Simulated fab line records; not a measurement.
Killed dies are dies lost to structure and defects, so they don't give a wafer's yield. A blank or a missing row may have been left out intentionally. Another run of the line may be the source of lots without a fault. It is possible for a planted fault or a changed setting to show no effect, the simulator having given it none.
The tool behind it: which one? -- flow sky130 -- 42 wafers from 14 lots sampled at 4 of the route's 708 steps

## WHAT EACH GAUGE READ, for each wafer
SKY_NWELL_RS_MEAS_29: the measuring method here is four-point-probe. Usual: for NWELL_RS the level is 624.6 ohm/sq and the standard deviation is 1.7.
lot,measured,on,NWELL_RS (ohm/sq),flag
L373,day 6 02:15,filmMetro-04,623.9 625.1 622.8,
L374,day 6 06:46,filmMetro-01,625.1 625.2 623.5,
L376,day 6 19:03,filmMetro-04,624.5 625.7 623.6,
L377,day 7 12:19,filmMetro-04,652.5 653.8 654.3,OFF
L378,day 8 01:01,filmMetro-01,652.2 650.9 653.0,OFF
L379,day 8 02:32,filmMetro-02,622.4 623.3 621.1,
L381,day 8 12:53,filmMetro-01,624.5 623.4 624.5,
L386,day 9 18:58,filmMetro-02,625.5 625.7 625.5,
L385,day 9 19:19,filmMetro-01,624.6 624.7 625.6,
L387,day 10 02:23,filmMetro-02,627.0 626.2 625.4,
L389,day 10 04:55,filmMetro-04,623.1 624.3 622.9,
L390,day 10 16:02,filmMetro-01,622.3 620.8 623.6,
L391,day 10 16:13,filmMetro-04,625.9 625.6 630.4,
L392,day 11 01:49,filmMetro-01,625.1 625.8 624.2,

SKY_SONOS_TUNNEL_CD_MEAS_07: the cd target is 410 nm. Usual: 409.8 nm for cdNm, sd 2.
lot,measured,on,cdNm (nm),flag
L373,day 12 08:01,cdSem-02,410.2 407.9 409.9,
L374,day 12 09:46,cdSem-01,406.4 407.7 409.6,
L376,day 13 06:38,cdSem-02,411.3 409.4 411.1,
L379,day 14 21:19,cdSem-02,411.4 412.5 411.8,
L381,day 15 12:19,cdSem-02,410.2 410.5 410.3,
L386,day 17 04:19,cdSem-01,411.2 410.5 411.5,
L385,day 17 04:49,cdSem-01,408.4 412.3 410.9,
L387,day 17 12:59,cdSem-02,407.9 409.2 407.9,
L389,day 17 16:08,cdSem-02,406.0 408.0 407.8,
L390,day 18 08:10,cdSem-01,412.4 411.0 413.2,
L391,day 18 08:38,cdSem-01,410.3 411.0 409.5,
L392,day 18 19:52,cdSem-02,414.9 413.0 413.8,

SKY_LI_CONTACT_THK_MEAS_01. Usual: for LI_CONTACT_HDPCVD_THK the level is 930 nm and the standard deviation is 13.
lot,measured,on,LI_CONTACT_HDPCVD_THK (nm),flag
L373,day 28 20:36,filmMetro-01,918 921 912,
L374,day 29 01:21,filmMetro-01,944 923 924,
L376,day 30 03:44,filmMetro-01,918 910 921,
L379,day 31 20:06,filmMetro-03,918 914 923,
L381,day 32 01:59,filmMetro-04,911 936 930,
L386,day 33 18:05,filmMetro-01,933 925 931,
L385,day 33 18:51,filmMetro-04,915 934 916,
L387,day 34 02:56,filmMetro-04,912 928 913,
L389,day 34 06:34,filmMetro-03,929 940 928,
L390,day 34 19:32,filmMetro-04,937 941 942,
L391,day 34 18:55,filmMetro-04,947 947 939,
L392,day 35 04:22,filmMetro-03,928 927 924,

## WHICH TOOL RAN EACH LOT (tool, then ch and the chambers of the sampled wafers, then the start)
lot,SKY_NWELL_IMPLANT_13
L373,"implanter-04 ch 0, day 5 08:30"
L374,"implanter-01 ch 0, day 5 12:43"
L376,"implanter-01 ch 0, day 6 01:23"
L377,"implanter-03, day 6 17:33"
L378,"implanter-01, day 7 04:28"
L379,"implanter-03 ch 0, day 7 05:32"
L381,"implanter-04 ch 0, day 7 16:22"
L386,"implanter-04 ch 0, day 8 20:39"
L385,"implanter-01 ch 0, day 8 21:00"
L387,"implanter-01 ch 0, day 9 04:20"
L389,"implanter-04 ch 0, day 9 06:46"
L390,"implanter-03 ch 0, day 9 17:32"
L391,"implanter-04 ch 0, day 9 17:44"
L392,"implanter-01 ch 0, day 10 02:33"
- SKY_NWELL_IMPLANT_13

## AS READ BY THE TOOLS THEMSELVES (means over the sampled wafers that have a number; for cases with no such wafer, the mark the record gives instead)
SKY_NWELL_IMPLANT_13. Usual: beamEnergyKeV 49.999, standard deviation 0.015; beamOnS 10.01 s, standard deviation 0.18; endStationPressureTorr 4.99e-06 Torr, standard deviation 2.8e-07.
lot,tool,beamEnergyKeV,beamOnS (s),endStationPressureTorr (Torr),flag
L373,implanter-04,50.003,9.93,4.93e-06,
L374,implanter-01,49.985,9.87,4.77e-06,
L376,implanter-01,49.999,10.16,5.17e-06,
L377,implanter-03,-,-,-,OFF
L378,implanter-01,-,-,-,OFF
L379,implanter-03,50.001,9.94,5.05e-06,
L381,implanter-04,50.009,9.91,4.98e-06,
L386,implanter-04,50.008,10.04,5.07e-06,
L385,implanter-01,49.996,9.91,5.19e-06,
L387,implanter-01,49.986,10.00,5.07e-06,
L389,implanter-04,50.008,10.08,4.90e-06,
L390,implanter-03,49.987,10.05,5.11e-06,
L391,implanter-04,50.003,10.07,4.86e-06,
L392,implanter-01,50.003,10.19,4.94e-06,

## THE ANSWER, worked out from the rows above alone
Rule: lot off if the mean of its wafers having a number is beyond 3 standard deviations from the usual mean. A lot without any number at a reading at which 4 lots or more have one is off too. Where the step has rows for the other lots, those lots are counted as sound. Order of review: gauges by route order, followed by the tools' own readings, for which a lot's mean as printed above is used. The first step at which some lot is off is used, and at that step the reading that is off furthest; a lot without a number counts as furthest.
Off: L377, L378, seen at SKY_NWELL_RS_MEAS_29 (NWELL_RS).
A tool fits if, at a process step before that reading, it ran every lot that is off, and no sound lot after the first of them. Not tried: the gauges at SKY_NWELL_RS_MEAS_29; whatever is off there is also off at SKY_NWELL_IMPLANT_13, on other tools, and gauge error can't account for it. No candidate that was tried fits.

## WHAT HAD BEEN PUT IN BY THE SIMULATOR
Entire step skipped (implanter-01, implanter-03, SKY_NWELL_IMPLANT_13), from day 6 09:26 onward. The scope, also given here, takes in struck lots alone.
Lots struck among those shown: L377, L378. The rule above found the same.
